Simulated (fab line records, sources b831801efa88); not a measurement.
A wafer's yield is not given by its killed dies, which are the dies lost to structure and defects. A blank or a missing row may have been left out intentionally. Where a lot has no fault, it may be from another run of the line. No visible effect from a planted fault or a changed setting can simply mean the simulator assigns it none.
fab line records | flow sky130
record: lots: 5 wafers: 15 last_day: 50
route steps=708 shown PWDE@84 VT_ADJUST_HVTP@85 VT_ADJUST_LVTN@97
lots that met no fault: from a run of the same line without faults
start_h: the number of hours between the record's first day and the start of the first shown wafer of the lot | wait_h: how many hours have passed since the lot's step before this one | " as in the row above | L1.1+2: a row that stands for several wafers | - either no value or no given start | * or withheld: withheld | < > ~ a bound
route shown NAME@n: names a module that has steps shown in the file, with the first one's number in the route | usual: the fault-free wafers' mean and standard deviation | same: alike in all rows | chamber/n: place in a boat | sites: per-site readings | _std_site: the standard deviation of these | _edge_site: inner sites' mean taken away from outer sites' mean | radius_mm: how far each site lies from the wafer's centre | mask NAME#n: copy n | behind: the tool/chamber that last shaped the wafer | hold: reason for holding the lot/hours on hold/outcome of the hold | device: whichever transistor did not switch (one of n, p or np) | end of line: tests of these same wafers at the route's end | a step without rows: its recipe alone | killed: at the first sort, the dies lost to defects and structure; wafer yield is something else | map: per-die view of a wafer (x killed, . not killed, _ where there is no die)
set.NAME: setting as actually run; set.NAME@STEP: the setting as run at that earlier step | model.NAME: the simulator's own value behind a step, which no gauge read
lots at some steps of the route; a table a step, a row a wafer
services: a tool's chamber out of use, with start hour (start_h, from the record's first day; less than 0 if before it), hours out, and reason
== steps ==
step: SKY_NWELL_RS_MEAS_31
recipe: thk_meas_gauge: four-point-probe
usual: PWDE_RS: 5276/20
columns lot.wafer tool chamber start_h wait_h PWDE_RS[ohm/sq]
L816.2 film_metro-01 - 131.64 0.1 5279
L816.3 " - " " 5277
L816.5 " - " " 5263
L824.2 film_metro-01 - 181.14 0.1 5281
L824.3 " - " " 5280
L824.5 " - " " 5288
L832.1 film_metro-03 - 231.09 0.1 5283
L832.2 " - " " 5279
L832.6 " - " " 5278
L833.1 film_metro-03 - 236.00 0.1 5260
L833.2 " - " " 5262
L833.5 " - " " 5260
L835.1 film_metro-01 - 243.62 0.1 5328
L835.4 " - " " 5320
L835.6 " - " " 5331
step: SKY_VT_ADJUST_HVTP_DEHYDRATE_00
recipe: temp_c: 200 time_s: 60
step: SKY_VT_ADJUST_HVTP_HMDS_01
recipe: prime_time_s: 60 prime_temp_c: 120
step: SKY_VT_ADJUST_HVTP_COAT_02
recipe: resist: NOVOLAK spin_rpm: 3000 resist_thk_nm: 1140
step: SKY_VT_ADJUST_HVTP_SOFTBAKE_03
recipe: temp_c: 90 time_s: 60 resist: NOVOLAK
step: SKY_VT_ADJUST_HVTP_EXPOSE_04
recipe: mask_id: HVTPM na: 0.6 source_shape: conventional sigma_outer: 0.6 polarization: unpolarized target_cd_nm: 380 dose_mj: 140
step: SKY_VT_ADJUST_HVTP_PEB_05
recipe: temp_c: withheld time_s: * resist: NOVOLAK
step: SKY_VT_ADJUST_HVTP_DEVELOP_06
recipe: resist: NOVOLAK developer: TMAH develop_time_s: 60 dev_temp_c: 23
step: SKY_VT_ADJUST_HVTP_CD_MEAS_07
recipe: target_cd_nm: 380
usual: cd_nm: 380.3/2.4
columns lot.wafer tool chamber start_h wait_h cd_nm
L816.2 cd_sem-02 - 150.38 0.1 380.8
L816.3 " - " " 380.4
L816.5 " - " " 384.0
L824.2 cd_sem-02 - 202.58 0.1 383.1
L824.3 " - " " 382.8
L824.5 " - " " 382.8
L832.1 cd_sem-01 - 254.31 0.1 382.4
L832.2 " - " " 381.6
L832.6 " - " " 381.9
L833.1 cd_sem-02 - 259.91 0.1 377.4
L833.2 " - " " 377.6
L833.5 " - " " 379.6
L835.1 cd_sem-01 - 267.53 0.1 379.3
L835.4 " - " " 377.1
L835.6 " - " " 378.0
step: SKY_VT_ADJUST_HVTP_OVL_MEAS_08
usual: VT_ADJUST_HVTP_OVL: 0.2/1.4
columns lot.wafer tool chamber start_h wait_h VT_ADJUST_HVTP_OVL[nm]
L816.2 overlay-01 - 150.48 0.1 0.3
L816.3 " - " " 0.0
L816.5 " - " " -0.6
L824.2 overlay-02 - 202.68 0.1 -1.1
L824.3 " - " " -0.4
L824.5 " - " " 0.9
L832.1 overlay-01 - 254.43 0.1 -0.3
L832.2 " - " " -0.7
L832.6 " - " " 2.1
L833.1 overlay-01 - 260.03 0.1 0.7
L833.2 " - " " 1.0
L833.5 " - " " -0.3
L835.1 overlay-02 - 267.65 0.1 0.8
L835.4 " - " " 2.6
L835.6 " - " " 1.8
step: SKY_VT_ADJUST_HVTP_IMPLANT_09
recipe: species: As energy_kev: 150 dose_cm2: 4.3e+12 tilt_deg: withheld
step: SKY_VT_ADJUST_HVTP_STRIP_10
recipe: chemistry: O2/N2 power_w: 1400 pressure_mtorr: 1500 platen_temp_c: withheld o2_flow_sccm: 3000 n2_flow_sccm: 300 overash_fraction: 0.5
usual: drypump_motor_current_A: 5.5/0.34 oes_product_au: 0.716/0.0045 strip_time_to_endpoint_s: 14.19/0.036
columns lot.wafer tool chamber start_h wait_h drypump_motor_current_A oes_product_au rf_hours_counter_h strip_time_to_endpoint_s model.NOVOLAK_of_VT_ADJUST_HVTP_COAT_02.thk_nm
L816.2 plasma_asher-02 1 150.66 0.1 5.1 0.711 34 14.20 0
L816.3 " 1 " " 5.1 0.712 - 14.19 0
L816.5 " 1 " " 5.1 0.714 - 14.19 0
L824.2 plasma_asher-04 0 202.86 0.1 5.7 0.929 46 - 445.5
L824.3 " 0 " " 5.7 0.937 - - 446
L824.5 " 1 " " 6.1 0.936 - - 446.9
L832.1 plasma_asher-02 0 254.61 0.1 5.3 0.712 44 14.25 0
L832.2 " 1 " " 5.1 0.725 44 14.23 0
L832.6 " 1 " " 5.1 0.720 - 14.24 0
L833.1 plasma_asher-04 1 260.21 0.1 6.1 0.710 52 14.18 0
L833.2 " 0 " " 5.7 0.712 52 14.25 0
L833.5 " 1 " " 6.1 0.716 - 14.18 0
L835.1 plasma_asher-02 0 267.84 0.1 5.3 0.718 46 14.17 0
L835.4 " 1 " " 5.1 0.717 - 14.19 0
L835.6 " 0 " " 5.3 0.717 - 14.16 0
step: SKY_VT_ADJUST_HVTP_TW_MEAS_11
usual: VT_ADJUST_HVTP_TW: 1351/9.2
columns lot.wafer tool chamber start_h wait_h VT_ADJUST_HVTP_TW
L816.2 film_metro-03 - 150.77 0.1 1352
L816.3 " - " " 1348
L816.5 " - " " 1349
L824.2 film_metro-03 - 202.97 0.1 1342
L824.3 " - " " 1338
L824.5 " - " " 1343
L832.1 film_metro-02 - 254.71 0.1 1360
L832.2 " - " " 1357
L832.6 " - " " 1361
L833.1 film_metro-03 - 260.31 0.1 1335
L833.2 " - " " 1335
L833.5 " - " " 1340
L835.1 film_metro-04 - 267.94 0.1 1345
L835.4 " - " " 1346
L835.6 " - " " 1349
step: SKY_VT_ADJUST_LVTN_DEHYDRATE_00
recipe: temp_c: 200 time_s: 60
step: SKY_VT_ADJUST_LVTN_HMDS_01
recipe: prime_time_s: 60 prime_temp_c: 120
step: SKY_VT_ADJUST_LVTN_COAT_02
recipe: spin_rpm: 2000 resist_thk_nm: 3000
step: SKY_VT_ADJUST_LVTN_SOFTBAKE_03
recipe: temp_c: 110 time_s: withheld
step: SKY_VT_ADJUST_LVTN_EXPOSE_04
recipe: mask_id: NWM_COMPLEMENT_LESS_NATIVE na: 0.6 source_shape: conventional sigma_outer: 0.6 polarization: unpolarized target_cd_nm: 840 dose_mj: 194
step: SKY_VT_ADJUST_LVTN_PEB_05
recipe: temp_c: 115 time_s: withheld
step: SKY_VT_ADJUST_LVTN_DEVELOP_06
recipe: wall_angle_deg: 90 developer: TMAH develop_time_s: 60 dev_temp_c: 23
step: SKY_VT_ADJUST_LVTN_OVL_MEAS_07
usual: VT_ADJUST_LVTN_OVL: 0.9/1.4
columns lot.wafer tool chamber start_h wait_h VT_ADJUST_LVTN_OVL[nm]
L816.2 overlay-01 - 170.96 - -3.0
L816.3 " - " " -0.9
L816.5 " - " " -1.8
L824.2 overlay-01 - 225.01 - 0.1
L824.3 " - " " -0.3
L824.5 " - " " -0.2
L832.1 overlay-02 - 278.91 - 0.4
L832.2 " - " " -0.1
L832.6 " - " " 1.1
L833.1 overlay-02 - 285.51 - 1.0
L833.2 " - " " 2.8
L833.5 " - " " 1.6
L835.1 overlay-01 - 293.01 - 2.1
L835.4 " - " " 0.0
L835.6 " - " " 0.7
step: SKY_VT_ADJUST_LVTN_IMPLANT_08
recipe: species: B energy_kev: 30 dose_cm2: 1.57e+12 tilt_deg: withheld
step: SKY_VT_ADJUST_LVTN_STRIP_09
recipe: chemistry: O2/N2 power_w: 1400 pressure_mtorr: 1500 platen_temp_c: withheld o2_flow_sccm: 3000 n2_flow_sccm: 300 overash_fraction: 0.5
usual: drypump_motor_current_A: 5.8/0.46 oes_product_au: 0.722/0.0046 strip_time_to_endpoint_s: 36.95/0.095
columns lot.wafer tool chamber start_h wait_h drypump_motor_current_A oes_product_au rf_hours_counter_h strip_time_to_endpoint_s
L816.2 plasma_asher-01 1 171.14 0.1 5.8 0.723 6 36.91
L816.3 " 0 " " 6.8 0.730 - 36.94
L816.5 " 0 " " 6.7 0.721 - 36.83
L824.2 plasma_asher-04 0 225.19 0.1 5.7 0.730 49 43.61
L824.3 " 1 " " 6.1 0.726 - 43.48
L824.5 " 0 " " 5.7 0.725 - 43.50
L832.1 plasma_asher-03 0 279.09 0.1 5.6 0.729 61 37.02
L832.2 " 1 " " 5.2 0.719 61 36.88
L832.6 " 1 " " 5.3 0.719 - 36.98
L833.1 plasma_asher-01 1 285.69 0.1 5.8 0.720 17 37.11
L833.2 " 0 " " 6.8 0.722 17 37.02
L833.5 " 0 " " 6.8 0.717 - 37.08
L835.1 plasma_asher-04 0 293.19 0.1 5.7 0.718 55 36.90
L835.4 " 0 " " 5.7 0.726 - 36.93
L835.6 " 1 " " 6.1 0.719 - 36.96
step: SKY_VT_ADJUST_LVTN_TW_MEAS_10
usual: VT_ADJUST_LVTN_TW: 240.5/1.3
columns lot.wafer tool chamber start_h wait_h VT_ADJUST_LVTN_TW
L816.2 film_metro-01 - 171.25 0.1 239.7
L816.3 " - " " 239.4
L816.5 " - " " 239.3
L824.2 film_metro-02 - 225.30 0.1 30.2
L824.3 " - " " 30.2
L824.5 " - " " 30.1
L832.1 film_metro-01 - 279.19 0.1 239.4
L832.2 " - " " 240.7
L832.6 " - " " 239.8
L833.1 film_metro-04 - 285.79 0.1 240.8
L833.2 " - " " 239.6
L833.5 " - " " 240.8
L835.1 film_metro-02 - 293.29 0.1 242.3
L835.4 " - " " 242.3
L835.6 " - " " 241.2
step: SKY_VT_ADJUST_LVTN_DEHYDRATE_11
recipe: temp_c: 200 time_s: 60
== services ==
columns tool chamber start_h hours kind
plasma_asher-04 - 135.27 0.5 repair
plasma_asher-04 - 144.89 28.1 pm
plasma_asher-03 - 204.81 2.8 pm
plasma_asher-03 - 264.34 5.6 repair
plasma_asher-02 - 285.37 3.1 repair
plasma_asher-04 - 287.35 3.8 repair
== key ==
first_sign: step: SKY_VT_ADJUST_HVTP_STRIP_10 reading: oes_product_au direction: up sigmas: 49 usual: 0.716 struck: 0.934
effect: step: SKY_VT_ADJUST_LVTN_STRIP_09 reading: strip_time_to_endpoint_s direction: up sigmas: 70 usual: * struck: *
effect: step: SKY_VT_ADJUST_LVTN_TW_MEAS_10 reading: VT_ADJUST_LVTN_TW direction: down sigmas: 99+ usual: 240.5 struck: 30.2
model_effect: step: SKY_VT_ADJUST_HVTP_STRIP_10 value: NOVOLAK_of_VT_ADJUST_HVTP_COAT_02.thk_nm without: 0 struck: 446.1
met_at SKY_VT_ADJUST_HVTP_STRIP_10
struck_wafers L824.2,L824.3,L824.5
sort_left_out L824.2,L824.3,L824.5
tester_left_out L824
fault: kind: strip_aborted tool: plasma_asher-04 chamber: - onset_h: 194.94 steps: SKY_VT_ADJUST_HVTP_STRIP_10 offset: 0.65415 end_h: 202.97
tester_left_out: of these lots the tester's yield and bins aren't shown, on N5 and GAA mostly nor the transistor test; their killed dies are dies lost to structure and defects alone, not to doping, threshold or leakage, so they don't give the yield
sort_left_out: the simulated sort isn't trusted on such a fault, so these wafers' sort isn't shown, and their yield isn't known
